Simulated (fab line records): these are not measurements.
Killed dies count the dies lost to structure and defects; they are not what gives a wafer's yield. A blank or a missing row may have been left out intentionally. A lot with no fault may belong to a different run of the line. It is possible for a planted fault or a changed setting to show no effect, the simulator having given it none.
fab line records -- flow gf180mcu
record: lots: 11, wafers: 33, last_day: 34
route steps=602 shown V2@404 V3@445 M4@471 V4@499
lots with no fault: from the same line, run without faults
start_h: the number of hours between the record's first day and the start of the first shown wafer of the lot -- wait_h: hours since the lot's step before -- " identical to the entry in the row above -- L1.1+2: a single row standing in for several wafers -- - no value present, or no start provided -- * or withheld: withheld -- < > ~ a bound
route shown NAME@n: NAME is a module with steps in the file, n the number in the route of the first one -- usual: the fault-free wafers' mean and standard deviation -- same: alike in all rows -- chamber/n: place in a boat -- sites: per-site readings -- _std_site: the values' standard deviation -- _edge_site: mean of outer sites minus mean of inner sites -- radius_mm: for every site, how far away it sits from the centre of the wafer -- mask NAME#n: copy n -- behind: tool/chamber where the wafer was last shaped -- hold: what put the lot on hold/how long, in hours/how the hold closed -- device: names the non-switching transistor (n, p or np) -- end of line: at the end of the route, the tests of the same wafers -- step lacking rows: just its recipe -- killed: dies lost to structure and defects at the first sort, not the wafer's yield -- map: a wafer's dies, marking killed ones x, the rest . and places with no die _
set.NAME: the run value of the setting; set.NAME@STEP: its run value at that earlier step -- model.NAME: the simulator's own value behind a step, which no gauge read
one table for each step of the route and one row for each wafer, over a sample of lots
services: a tool's chamber out of use, with start hour (start_h, from the record's first day; less than 0 if before it), hours out, and reason
== steps ==
step: GF_V2_SPUTTER_22
recipe: material: TiN, target_thk_nm: 10, chamber_pressure_pa: 5, power_w: 4000, time_s: 40
usual: throttle_valve_pct: 30.4/0.57
lot.wafer,tool,chamber,start_h,wait_h,throttle_valve_pct
L105.3,pvd_sputter-04,-,474.68,0.0,31.3
L105.4,pvd_sputter-04,-,474.68,0.0,30.9
L105.6,pvd_sputter-04,-,474.68,0.0,30.9
L106.1,pvd_sputter-02,-,482.14,0.0,30.0
L106.4,pvd_sputter-02,-,482.14,0.0,29.8
L106.5,pvd_sputter-02,-,482.14,0.0,30.5
L107.2,pvd_sputter-04,-,489.25,0.0,30.9
L107.3,pvd_sputter-04,-,489.25,0.0,30.9
L107.5,pvd_sputter-04,-,489.25,0.0,30.8
L109.2,pvd_sputter-02,-,517.10,0.0,29.9
L109.4,pvd_sputter-02,-,517.10,0.0,30.4
L109.5,pvd_sputter-02,-,517.10,0.0,29.8
L112.2,pvd_sputter-04,-,530.02,0.0,31.3
L112.4,pvd_sputter-04,-,530.02,0.0,30.7
L112.5,pvd_sputter-04,-,530.02,0.0,30.8
L113.1,pvd_sputter-03,-,542.97,0.0,29.8
L113.2,pvd_sputter-03,-,542.97,0.0,31.2
L113.4,pvd_sputter-03,-,542.97,0.0,30.9
L122.2,pvd_sputter-03,-,613.21,0.0,30.9
L122.3,pvd_sputter-03,-,613.21,0.0,31.0
L122.4,pvd_sputter-03,-,613.21,0.0,30.1
L123.3,pvd_sputter-04,-,630.85,0.0,31.1
L123.5,pvd_sputter-04,-,630.85,0.0,31.1
L123.6,pvd_sputter-04,-,630.85,0.0,30.9
L124.3,pvd_sputter-02,-,631.77,0.0,30.6
L124.5,pvd_sputter-02,-,631.77,0.0,30.5
L124.6,pvd_sputter-02,-,631.77,0.0,29.9
L126.2,pvd_sputter-04,-,642.32,0.0,30.7
L126.4,pvd_sputter-04,-,642.32,0.0,30.7
L126.6,pvd_sputter-04,-,642.32,0.0,31.4
L127.2,pvd_sputter-02,-,649.15,0.0,29.6
L127.3,pvd_sputter-02,-,649.15,0.0,30.0
L127.6,pvd_sputter-02,-,649.15,0.0,29.6
step: GF_V3_ETCH_16
recipe: chemistry: N2/H2, target_depth_a: withheld, overetch_a: withheld, time_s: withheld, target: BARC, ion_energy_ev: 200, source_w: 500, bias_w: 100, pressure_mtorr: 30, n2_flow_sccm: 100, h2_flow_sccm: 200
usual: drypump_motor_current_A: 6.0/0.33, oes_product_au: 0.854/0.005, throttle_valve_pct: 13.224/0.0091
lot.wafer,tool,chamber,start_h,wait_h,drypump_motor_current_A,oes_product_au,throttle_valve_pct
L105.3,rie_diel-01,0,525.08,0.0,6.2,0.858,13.211
L105.4,rie_diel-01,1,525.08,0.0,6.3,0.845,13.230
L105.6,rie_diel-01,3,525.08,0.0,5.9,0.853,13.222
L106.1,rie_diel-04,2,531.33,0.0,5.9,0.862,13.217
L106.4,rie_diel-04,3,531.33,0.0,6.0,0.853,13.228
L106.5,rie_diel-04,2,531.33,0.0,5.9,0.857,13.212
L107.2,rie_diel-02,1,537.70,0.0,6.1,0.857,13.235
L107.3,rie_diel-02,0,537.70,0.0,6.4,0.856,13.232
L107.5,rie_diel-02,3,537.70,0.0,5.5,0.857,13.242
L109.2,rie_diel-04,3,564.82,0.0,6.1,0.845,13.224
L109.4,rie_diel-04,1,564.82,0.0,6.0,0.848,13.207
L109.5,rie_diel-04,2,564.82,0.0,5.9,0.850,13.226
L112.2,rie_diel-02,2,576.15,0.0,6.1,0.854,13.220
L112.4,rie_diel-02,0,576.15,0.0,6.4,0.852,13.215
L112.5,rie_diel-02,0,576.15,0.0,6.4,0.850,13.226
L113.1,rie_diel-01,1,588.93,0.0,6.2,0.855,13.232
L113.2,rie_diel-01,3,588.93,0.0,5.9,0.862,13.219
L113.4,rie_diel-01,0,588.93,0.0,6.1,0.857,13.228
L122.2,rie_diel-04,0,656.23,0.0,6.4,0.858,13.221
L122.3,rie_diel-04,2,656.23,0.0,5.9,0.848,13.207
L122.4,rie_diel-04,2,656.23,0.0,5.9,0.858,13.232
L123.3,rie_diel-04,1,672.61,0.0,5.9,0.855,13.232
L123.5,rie_diel-04,0,672.61,0.0,6.4,0.855,13.211
L123.6,rie_diel-04,1,672.61,0.0,5.9,0.867,13.209
L124.3,rie_diel-04,2,674.26,0.0,5.9,0.849,13.223
L124.5,rie_diel-04,3,674.26,0.0,6.1,0.839,13.234
L124.6,rie_diel-04,2,674.26,0.0,5.9,0.851,13.238
L126.2,rie_diel-04,1,682.85,0.0,5.8,0.856,13.225
L126.4,rie_diel-04,3,682.85,0.0,6.1,0.849,13.231
L126.6,rie_diel-04,1,682.85,0.0,5.8,0.853,13.249
L127.2,rie_diel-04,2,689.28,0.0,5.9,0.857,13.221
L127.3,rie_diel-04,3,689.28,0.0,6.1,0.850,13.211
L127.6,rie_diel-04,0,689.28,0.0,6.4,0.859,13.226
step: GF_M4_OVL_MEAS_15
usual: M4_OVL: 3/5
lot.wafer,tool,chamber,start_h,wait_h,M4_OVL[nm]
L105.3,overlay-02,-,548.69,0.1,3
L105.4,overlay-02,-,548.69,0.1,8
L105.6,overlay-02,-,548.69,0.1,2
L107.2,overlay-01,-,561.34,0.1,6
L107.3,overlay-01,-,561.34,0.1,-4
L107.5,overlay-01,-,561.34,0.1,2
L106.1,overlay-01,-,563.66,0.1,11
L106.4,overlay-01,-,563.66,0.1,7
L106.5,overlay-01,-,563.66,0.1,5
L109.2,overlay-01,-,588.14,0.1,5
L109.4,overlay-01,-,588.14,0.1,6
L109.5,overlay-01,-,588.14,0.1,6
L112.2,overlay-01,-,598.97,0.1,8
L112.4,overlay-01,-,598.97,0.1,5
L112.5,overlay-01,-,598.97,0.1,4
L113.1,overlay-01,-,611.53,0.1,2
L113.2,overlay-01,-,611.53,0.1,6
L113.4,overlay-01,-,611.53,0.1,3
L122.2,overlay-02,-,677.32,0.1,4
L122.3,overlay-02,-,677.32,0.1,0
L122.4,overlay-02,-,677.32,0.1,0
L123.3,overlay-02,-,692.42,0.1,3
L123.5,overlay-02,-,692.42,0.1,4
L123.6,overlay-02,-,692.42,0.1,3
L124.3,overlay-01,-,694.99,0.1,-3
L124.5,overlay-01,-,694.99,0.1,3
L124.6,overlay-01,-,694.99,0.1,9
L126.2,overlay-02,-,703.74,0.1,5
L126.4,overlay-02,-,703.74,0.1,2
L126.6,overlay-02,-,703.74,0.1,4
L127.2,overlay-02,-,709.82,0.1,9
L127.3,overlay-02,-,709.82,0.1,10
L127.6,overlay-02,-,709.82,0.1,18
step: GF_V4_CVD_23
recipe: material: W, target_thk_nm: 350, time_s: 104.9, temp_c: 400, pressure_torr: 40
usual: chamber_pressure_Torr: 40.00/0.092, heater_power_w: 826/61
lot.wafer,tool,chamber,start_h,wait_h,chamber_pressure_Torr,heater_power_w,since_wet_clean_h
L105.3,cvd_w-01,0,572.24,0.1,40.05,870,-
L105.4,cvd_w-01,1,572.24,0.1,40.03,781,-
L105.6,cvd_w-01,1,572.24,0.1,39.99,813,-
L107.2,cvd_w-01,0,585.54,0.0,39.88,884,682
L107.3,cvd_w-01,0,585.54,0.0,39.94,863,-
L107.5,cvd_w-01,1,585.54,0.0,39.99,790,-
L106.1,cvd_w-01,1,587.47,0.0,40.02,801,683
L106.4,cvd_w-01,0,587.47,0.0,39.92,840,-
L106.5,cvd_w-01,0,587.47,0.0,39.83,858,-
L109.2,cvd_w-02,0,611.40,0.0,40.19,744,207
L109.4,cvd_w-02,1,611.40,0.0,40.11,913,-
L109.5,cvd_w-02,1,611.40,0.0,40.01,890,-
L112.2,cvd_w-02,0,622.44,0.0,40.02,758,218
L112.4,cvd_w-02,0,622.44,0.0,40.00,746,-
L112.5,cvd_w-02,0,622.44,0.0,40.00,758,-
L113.1,cvd_w-02,0,634.89,0.0,40.06,779,231
L113.2,cvd_w-02,1,634.89,0.0,40.17,910,231
L113.4,cvd_w-02,1,634.89,0.0,40.15,919,-
L122.2,cvd_w-01,1,698.48,0.0,40.24,801,794
L122.3,cvd_w-01,0,698.48,0.0,40.07,869,-
L122.4,cvd_w-01,1,698.48,0.0,40.06,803,-
L123.3,cvd_w-01,1,713.23,0.1,40.13,797,-
L123.5,cvd_w-01,1,713.23,0.1,40.07,813,-
L123.6,cvd_w-01,0,713.23,0.1,40.01,851,-
L124.3,cvd_w-02,1,715.82,0.1,40.04,886,-
L124.5,cvd_w-02,0,715.82,0.1,40.17,766,-
L124.6,cvd_w-02,1,715.82,0.1,40.05,872,-
L126.2,cvd_w-02,1,724.48,0.0,39.95,895,320
L126.4,cvd_w-02,0,724.48,0.0,39.99,754,-
L126.6,cvd_w-02,1,724.48,0.0,39.85,919,-
L127.2,cvd_w-02,0,729.99,0.0,40.06,784,326
L127.3,cvd_w-02,0,729.99,0.0,40.04,743,-
L127.6,cvd_w-02,1,729.99,0.0,39.92,904,-
step: GF_V4_RS_MEAS_24
recipe: thk_meas_gauge: four-point-probe, reads: W_of_V4_CVD_23+TiN_of_V4_SPUTTER_22+Ti_of_V4_SPUTTER_21
usual: V4_W_RS: 0.326/0.0038
lot.wafer,tool,chamber,start_h,wait_h,V4_W_RS[ohm/sq]
L105.3,film_metro-01,-,572.35,0.1,0.331
L105.4,film_metro-01,-,572.35,0.1,0.328
L105.6,film_metro-01,-,572.35,0.1,0.327
L107.2,film_metro-02,-,585.67,0.1,0.330
L107.3,film_metro-02,-,585.67,0.1,0.329
L107.5,film_metro-02,-,585.67,0.1,0.324
L106.1,film_metro-04,-,587.58,0.1,0.330
L106.4,film_metro-04,-,587.58,0.1,0.332
L106.5,film_metro-04,-,587.58,0.1,0.334
L109.2,film_metro-01,-,611.53,0.1,0.321
L109.4,film_metro-01,-,611.53,0.1,0.322
L109.5,film_metro-01,-,611.53,0.1,0.324
L112.2,film_metro-04,-,622.58,0.1,0.322
L112.4,film_metro-04,-,622.58,0.1,0.322
L112.5,film_metro-04,-,622.58,0.1,0.325
L113.1,film_metro-01,-,635.00,0.1,0.325
L113.2,film_metro-01,-,635.00,0.1,0.321
L113.4,film_metro-01,-,635.00,0.1,0.320
L122.2,film_metro-02,-,698.62,0.1,0.345
L122.3,film_metro-02,-,698.62,0.1,0.353
L122.4,film_metro-02,-,698.62,0.1,0.325
L123.3,film_metro-02,-,713.34,0.1,0.340
L123.5,film_metro-02,-,713.34,0.1,0.344
L123.6,film_metro-02,-,713.34,0.1,0.338
L124.3,film_metro-04,-,715.94,0.1,0.322
L124.5,film_metro-04,-,715.94,0.1,0.322
L124.6,film_metro-04,-,715.94,0.1,0.317
L126.2,film_metro-02,-,724.62,0.1,0.325
L126.4,film_metro-02,-,724.62,0.1,0.330
L126.6,film_metro-02,-,724.62,0.1,0.322
L127.2,film_metro-02,-,730.13,0.1,0.323
L127.3,film_metro-02,-,730.13,0.1,0.321
L127.6,film_metro-02,-,730.13,0.1,0.322
step: GF_V4_THK_MEAS_25
recipe: thk_meas_gauge: xrf, reads: W_of_V4_CVD_23
usual: V4_W_THK: 349/5.9
lot.wafer,tool,chamber,start_h,wait_h,V4_W_THK[nm]
L105.3,film_metro-01,-,572.45,0.1,348
L105.4,film_metro-01,-,572.45,0.1,354
L105.6,film_metro-01,-,572.45,0.1,354
L107.2,film_metro-02,-,585.78,0.1,340
L107.3,film_metro-02,-,585.78,0.1,343
L107.5,film_metro-02,-,585.78,0.1,347
L106.1,film_metro-04,-,587.70,0.1,345
L106.4,film_metro-04,-,587.70,0.1,344
L106.5,film_metro-04,-,587.70,0.1,340
L109.2,film_metro-01,-,611.64,0.1,362
L109.4,film_metro-01,-,611.64,0.1,359
L109.5,film_metro-01,-,611.64,0.1,355
L112.2,film_metro-04,-,622.69,0.1,356
L112.4,film_metro-04,-,622.69,0.1,356
L112.5,film_metro-04,-,622.69,0.1,353
L113.1,film_metro-01,-,635.12,0.1,354
L113.2,film_metro-01,-,635.12,0.1,360
L113.4,film_metro-01,-,635.12,0.1,358
L122.2,film_metro-02,-,698.73,0.1,326
L122.3,film_metro-02,-,698.73,0.1,319
L122.4,film_metro-02,-,698.73,0.1,345
L123.3,film_metro-02,-,713.44,0.1,330
L123.5,film_metro-02,-,713.44,0.1,328
L123.6,film_metro-02,-,713.44,0.1,335
L124.3,film_metro-04,-,716.04,0.1,353
L124.5,film_metro-04,-,716.04,0.1,353
L124.6,film_metro-04,-,716.04,0.1,358
L126.2,film_metro-02,-,724.73,0.1,345
L126.4,film_metro-02,-,724.73,0.1,340
L126.6,film_metro-02,-,724.73,0.1,347
L127.2,film_metro-02,-,730.24,0.1,345
L127.3,film_metro-02,-,730.24,0.1,349
L127.6,film_metro-02,-,730.24,0.1,347
== services ==
tool,chamber,start_h,hours,kind
rie_diel-02,1,453.72,32.0,repair
rie_diel-01,3,455.72,16.1,repair
cvd_w-01,0,464.89,3.8,repair
pvd_sputter-04,-,471.62,1.3,repair
cvd_w-01,0,475.92,8.4,repair
rie_diel-02,3,476.62,7.0,repair
pvd_sputter-03,-,476.91,1.3,repair
rie_diel-01,2,477.68,10.7,repair
rie_diel-01,-,477.79,1.2,repair
rie_diel-02,2,482.07,7.0,repair
rie_diel-01,-,498.79,2.8,pm
rie_diel-04,2,532.42,16.6,repair
pvd_sputter-02,-,535.11,0.8,repair
rie_diel-04,-,537.10,1.4,repair
cvd_w-01,-,551.14,0.2,repair
rie_diel-04,0,552.44,3.6,repair
pvd_sputter-02,-,561.87,4.2,repair
cvd_w-02,-,593.84,6.9,pm
pvd_sputter-02,-,612.46,3.1,repair
rie_diel-04,-,639.27,2.8,pm
rie_diel-04,1,653.94,8.5,repair
pvd_sputter-04,-,666.03,2.3,repair
rie_diel-04,3,716.52,7.4,repair
cvd_w-01,1,725.02,13.1,repair
== key ==
first_sign: step: GF_V4_RS_MEAS_24, reading: V4_W_RS, direction: up, sigmas: 5.3, usual: 0.326, struck: 0.345
effect: step: GF_V4_THK_MEAS_25, reading: V4_W_THK, direction: down, sigmas: 3.9, usual: 349, struck: 326
met_at GF_V4_CVD_23
struck_lots L122,L123
struck_wafers L122.2,L122.3,L123.3,L123.5
not_acting_at GF_V2_SPUTTER_22,GF_V3_ETCH_16,GF_M4_OVL_MEAS_15
onset_between 587.47 698.48
fault: kind: process_parameter_drift, tool: cvd_w-01, chamber: -, onset_h: 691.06, steps: GF_V4_CVD_23, channel: target_thk_nm, offset: -18.163, shape: step, end_h: 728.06, scope: struck_wafers_only, acts_in: these_recipes_only, stated: 350
